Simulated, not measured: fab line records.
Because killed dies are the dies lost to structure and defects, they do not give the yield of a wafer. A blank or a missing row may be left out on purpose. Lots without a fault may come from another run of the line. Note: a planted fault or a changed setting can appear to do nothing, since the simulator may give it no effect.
fab line records	flow gf180mcu
record: lots: 7	wafers: 21	lastDay: 34
route steps=602 shown HV_LDD@192
lots that met no fault: from a run of the same line without faults
startH: start of the lot's first displayed wafer, in hours after the record's first day	waitH: hours since the lot's step before	" as in the row above	L1.1+2: a row that stands for several wafers	- no value, or no start was given	* or withheld: withheld	< > ~ a bound
route shown NAME@n: a module of which the file shows steps, and the number in the route of the first	usual: mean/standard deviation of fault-free wafers	same: alike in all rows	chamber/n: place in a boat	sites: each site's reading	_std_site: standard deviation across them	_edge_site: mean of outer sites minus mean of inner sites	radiusMm: for every site, how far away it sits from the centre of the wafer	mask NAME#n: copy n	behind: tool/chamber where the wafer was last shaped	hold: why the lot was held/for how many hours/how that ended	device: names the non-switching transistor (n, p or np)	end of line: the same wafers' tests at the end of the route	for a step that has no rows: nothing shown but its recipe	killed: at the first sort, the dies lost to defects and structure; wafer yield is something else	map: a wafer's dies, x killed, . not, _ none there
set.NAME: the setting the step ran with; set.NAME@STEP: the setting that earlier step ran with	model.NAME: the simulator's own value behind a step, which no gauge read
lots seen at some steps along the route; tables by step, rows by wafer
services: from which hour (startH, from the record's first day; less than 0 if before it) a tool's chamber was out of use, for how many hours, and why
== steps ==
step: GF_HV_LDD_EXPOSE_16
recipe: maskId: Pplus_LV_AREA	targetCdNm: 400	na: 0.6	sourceShape: conventional	sigmaOuter: 0.6	doseMj: 140
step: GF_HV_LDD_PEB_17
recipe: tempC: withheld	timeS: *	resist: NOVOLAK
step: GF_HV_LDD_DEVELOP_18
recipe: developTimeS: 60	devTempC: 23.44
step: GF_HV_LDD_CD_MEAS_19
recipe: targetCdNm: 400
usual: cdNm: 399.0/2.5
lot.wafer	tool	chamber	startH	waitH	cdNm
L776.2	cdSem-01	-	252.68	0.1	397.9
L776.5	"	-	"	"	396.7
L776.6	"	-	"	"	398.5
L781.1	cdSem-01	-	300.08	0.1	397.9
L781.5	"	-	"	"	397.0
L781.6	"	-	"	"	399.2
L783.1	cdSem-01	-	311.16	0.1	398.6
L783.2	"	-	"	"	398.6
L783.5	"	-	"	"	398.2
L784.1	cdSem-01	-	322.41	0.1	401.4
L784.4	"	-	"	"	401.7
L784.6	"	-	"	"	398.9
L791.1	cdSem-01	-	375.53	0.1	398.8
L791.4	"	-	"	"	399.4
L791.6	"	-	"	"	400.5
L793.2	cdSem-01	-	391.60	0.1	398.8
L793.3	"	-	"	"	401.2
L793.6	"	-	"	"	399.0
L794.1	cdSem-02	-	398.78	0.1	395.1
L794.2	"	-	"	"	397.2
L794.5	"	-	"	"	397.1
step: GF_HV_LDD_OVL_MEAS_20
usual: HV_LDD_01_OVL: -0.4/1.4
lot.wafer	tool	chamber	startH	waitH	HV_LDD_01_OVL[nm]
L776.2	overlay-01	-	252.78	0.1	2.3
L776.5	"	-	"	"	1.4
L776.6	"	-	"	"	0.4
L781.1	overlay-01	-	300.20	0.1	-2.0
L781.5	"	-	"	"	-0.3
L781.6	"	-	"	"	-0.2
L783.1	overlay-01	-	311.28	0.1	1.7
L783.2	"	-	"	"	0.8
L783.5	"	-	"	"	1.8
L784.1	overlay-02	-	322.53	0.1	-0.8
L784.4	"	-	"	"	-1.7
L784.6	"	-	"	"	0.3
L791.1	overlay-02	-	375.65	0.1	-1.1
L791.4	"	-	"	"	-2.0
L791.6	"	-	"	"	-2.5
L793.2	overlay-01	-	391.71	0.1	0.7
L793.3	"	-	"	"	1.4
L793.6	"	-	"	"	0.9
L794.1	overlay-01	-	398.90	0.1	-2.2
L794.2	"	-	"	"	-1.1
L794.5	"	-	"	"	-2.0
step: GF_HV_LDD_IMPLANT_21
recipe: species: BF2	energyKev: 25	doseCm2: 5e+13	tiltDeg: 7
step: GF_HV_LDD_STRIP_22
recipe: chemistry: O2/N2	powerW: 1400	pressureMtorr: 1500	platenTempC: 250	o2FlowSccm: 3000	n2FlowSccm: 300	overashFraction: 0.5
usual: drypumpMotorCurrentA: 5.8/0.42	heaterPowerW: 331/53	oesProductAu: 0.716/0.0045	stripTimeToEndpointS: 12.62/0.035
lot.wafer	tool	chamber	startH	waitH	drypumpMotorCurrentA	heaterPowerW	oesProductAu	rfHoursCounterH	stripTimeToEndpointS
L776.2	plasmaAsher-03	1	252.96	0.1	6.6	281	0.701	53	12.59
L776.5	"	0	"	"	5.8	284	0.718	-	12.65
L776.6	"	1	"	"	6.6	278	0.716	-	12.63
L781.1	plasmaAsher-01	1	300.39	0.1	5.7	347	0.723	19	12.58
L781.5	"	0	"	"	5.2	313	0.715	-	12.57
L781.6	"	1	"	"	5.7	339	0.722	-	12.57
L783.1	plasmaAsher-02	0	311.46	0.1	5.7	430	0.723	70	12.67
L783.2	"	1	"	"	6.2	302	0.721	70	12.63
L783.5	"	0	"	"	5.8	419	0.721	-	12.65
L784.1	plasmaAsher-03	0	325.13	0.1	5.7	289	0.723	61	12.57
L784.4	"	1	"	"	6.6	277	0.719	-	12.59
L784.6	"	1	"	"	6.6	283	0.711	-	12.60
L791.1	plasmaAsher-03	1	375.84	0.1	6.6	275	0.719	66	12.63
L791.4	"	1	"	"	6.6	279	0.710	-	12.60
L791.6	"	0	"	"	5.7	287	0.715	-	12.63
L793.2	plasmaAsher-02	1	391.89	0.1	6.2	296	0.726	79	12.61
L793.3	"	1	"	"	6.2	296	0.714	-	12.57
L793.6	"	0	"	"	5.7	436	0.718	-	12.59
L794.1	plasmaAsher-03	0	399.09	0.1	5.7	285	0.715	68	12.64
L794.2	"	1	"	"	6.6	284	0.717	68	12.57
L794.5	"	0	"	"	5.7	282	0.718	-	12.61
step: GF_HV_LDD_TW_MEAS_23
usual: HV_LDD_2_TW: 1046/17
lot.wafer	tool	chamber	startH	waitH	HV_LDD_2_TW
L776.2	filmMetro-01	-	253.07	0.1	1067
L776.5	"	-	"	"	1073
L776.6	"	-	"	"	1064
L781.1	filmMetro-03	-	300.49	0.1	1034
L781.5	"	-	"	"	1030
L781.6	"	-	"	"	1034
L783.1	filmMetro-02	-	311.57	0.1	1062
L783.2	"	-	"	"	1061
L783.5	"	-	"	"	1061
L784.1	filmMetro-03	-	325.23	0.1	1023
L784.4	"	-	"	"	1025
L784.6	"	-	"	"	1029
L791.1	filmMetro-01	-	375.95	0.1	1056
L791.4	"	-	"	"	1062
L791.6	"	-	"	"	1059
L793.2	filmMetro-02	-	392.00	0.1	1067
L793.3	"	-	"	"	1060
L793.6	"	-	"	"	1063
L794.1	filmMetro-03	-	399.19	0.1	1028
L794.2	"	-	"	"	1024
L794.5	"	-	"	"	1030
step: GF_HV_LDD_DEHYDRATE_24
recipe: tempC: 200	timeS: 60
step: GF_HV_LDD_HMDS_25
recipe: primeTimeS: 60	primeTempC: 120
step: GF_HV_LDD_COAT_26
recipe: resist: NOVOLAK	spinRpm: 3000	resistThkNm: 1000
step: GF_HV_LDD_SOFTBAKE_27
recipe: tempC: 90	timeS: 60	resist: NOVOLAK
step: GF_HV_LDD_EXPOSE_28
recipe: maskId: Nplus_HV_AREA	targetCdNm: 400	na: 0.6	sourceShape: conventional	sigmaOuter: 0.6	doseMj: 140
usual: exposureDoseMJCm2: 139.95/0.14	focusOffsetNm: 0.0/0.52	reticleTempC: 22.99/0.1
lot.wafer	tool	chamber	startH	waitH	mask	exposureDoseMJCm2	focusOffsetNm	reticleTempC	model.HV_LDD.overlayYNm	model.HV_LDD.overlayXNm
L776.2	ilineStepper-01	0	262.48	-	Nplus_HV_AREA#0	140.04	1.2	23.07	-1.026	1.274
L776.5	"	0	"	"	Nplus_HV_AREA#0	139.82	0.5	23.19	-1.026	1.274
L776.6	"	0	"	"	Nplus_HV_AREA#0	139.93	0.2	23.01	-1.026	1.274
L781.1	ilineStepper-02	-	311.38	-	Nplus_HV_AREA#0	-	-	-	-1.634	-0.06181
L781.5	"	-	"	"	Nplus_HV_AREA#0	-	-	-	-1.634	-0.06181
L781.6	"	-	"	"	Nplus_HV_AREA#0	-	-	-	-1.634	-0.06181
L783.1	ilineStepper-02	-	322.65	-	Nplus_HV_AREA#0	-	-	-	0.007233	1.157
L783.2	"	-	"	"	Nplus_HV_AREA#0	-	-	-	0.007233	1.157
L783.5	"	-	"	"	Nplus_HV_AREA#0	-	-	-	0.007233	1.157
L784.1	ilineStepper-02	-	335.95	-	Nplus_HV_AREA#0	-	-	-	-1.64	-1.059
L784.4	"	-	"	"	Nplus_HV_AREA#0	-	-	-	-1.64	-1.059
L784.6	"	-	"	"	Nplus_HV_AREA#0	-	-	-	-1.64	-1.059
L791.1	ilineStepper-01	0	387.55	-	Nplus_HV_AREA#0	139.93	0.1	23.08	-0.03924	-1.071
L791.4	"	0	"	"	Nplus_HV_AREA#0	139.97	-0.1	23.10	-0.03924	-1.071
L791.6	"	0	"	"	Nplus_HV_AREA#0	140.25	0.0	23.11	-0.03924	-1.071
L793.2	ilineStepper-02	0	403.80	-	Nplus_HV_AREA#0	139.92	-0.3	22.83	0.7451	-1.087
L793.3	"	0	"	"	Nplus_HV_AREA#0	139.97	0.1	23.01	0.7451	-1.087
L793.6	"	0	"	"	Nplus_HV_AREA#0	140.04	-0.7	23.06	0.7451	-1.087
L794.1	ilineStepper-01	0	410.57	-	Nplus_HV_AREA#0	139.77	-0.9	23.02	-0.5367	0.7641
L794.2	"	0	"	"	Nplus_HV_AREA#0	139.76	-0.3	23.21	-0.5367	0.7641
L794.5	"	0	"	"	Nplus_HV_AREA#0	139.87	0.2	23.07	-0.5367	0.7641
step: GF_HV_LDD_PEB_29
recipe: tempC: withheld	timeS: *	resist: NOVOLAK
== services ==
tool	chamber	startH	hours	kind
plasmaAsher-02	-	247.39	3.1	repair
ilineStepper-01	-	260.43	1.2	repair
ilineStepper-02	-	273.78	2.2	repair
ilineStepper-02	-	313.02	0.6	repair
ilineStepper-01	-	320.00	7.2	repair
plasmaAsher-02	-	321.88	1.0	repair
plasmaAsher-01	-	338.66	0.6	repair
plasmaAsher-02	-	353.94	0.5	repair
ilineStepper-01	-	377.32	4.4	pm
ilineStepper-01	0	397.92	-	calibration
ilineStepper-02	0	403.46	-	calibration
== key ==
firstSign: step: GF_HV_LDD_EXPOSE_28	reading: toolRecord	direction: missing
effect none on later readings
modelEffect: step: GF_HV_LDD_EXPOSE_28	value: HV_LDD.overlayYNm	without: -0.591	struck: -1.089
metAt GF_HV_LDD_EXPOSE_28
struckWafers L781.1,L781.5,L781.6,L783.1,L783.2,L783.5,L784.1,L784.4,L784.6
laterRowsLeftOut L781.1,L781.5,L781.6,L783.1,L783.2,L783.5,L784.1,L784.4,L784.6
sortLeftOut L781.1,L781.5,L781.6,L783.1,L783.2,L783.5,L784.1,L784.4,L784.6
testerLeftOut L781,L783,L784
fault: kind: skippedStepWhole	tool: ilineStepper-02	chamber: -	onsetH: 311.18	steps: GF_HV_LDD_EXPOSE_28	scope: struckLotsOnly
testerLeftOut: of these lots the tester's yield and bins aren't shown, on N5 and GAA mostly nor the transistor test; their killed dies are dies lost to structure and defects alone, not to doping, threshold or leakage, so they don't give the yield
sortLeftOut: the simulated sort isn't trusted on such a fault, so these wafers' sort isn't shown, and their yield isn't known
laterRowsLeftOut: the simulator's readings of these wafers behind a module that went badly wrong aren't trusted and aren't shown, but for the sort
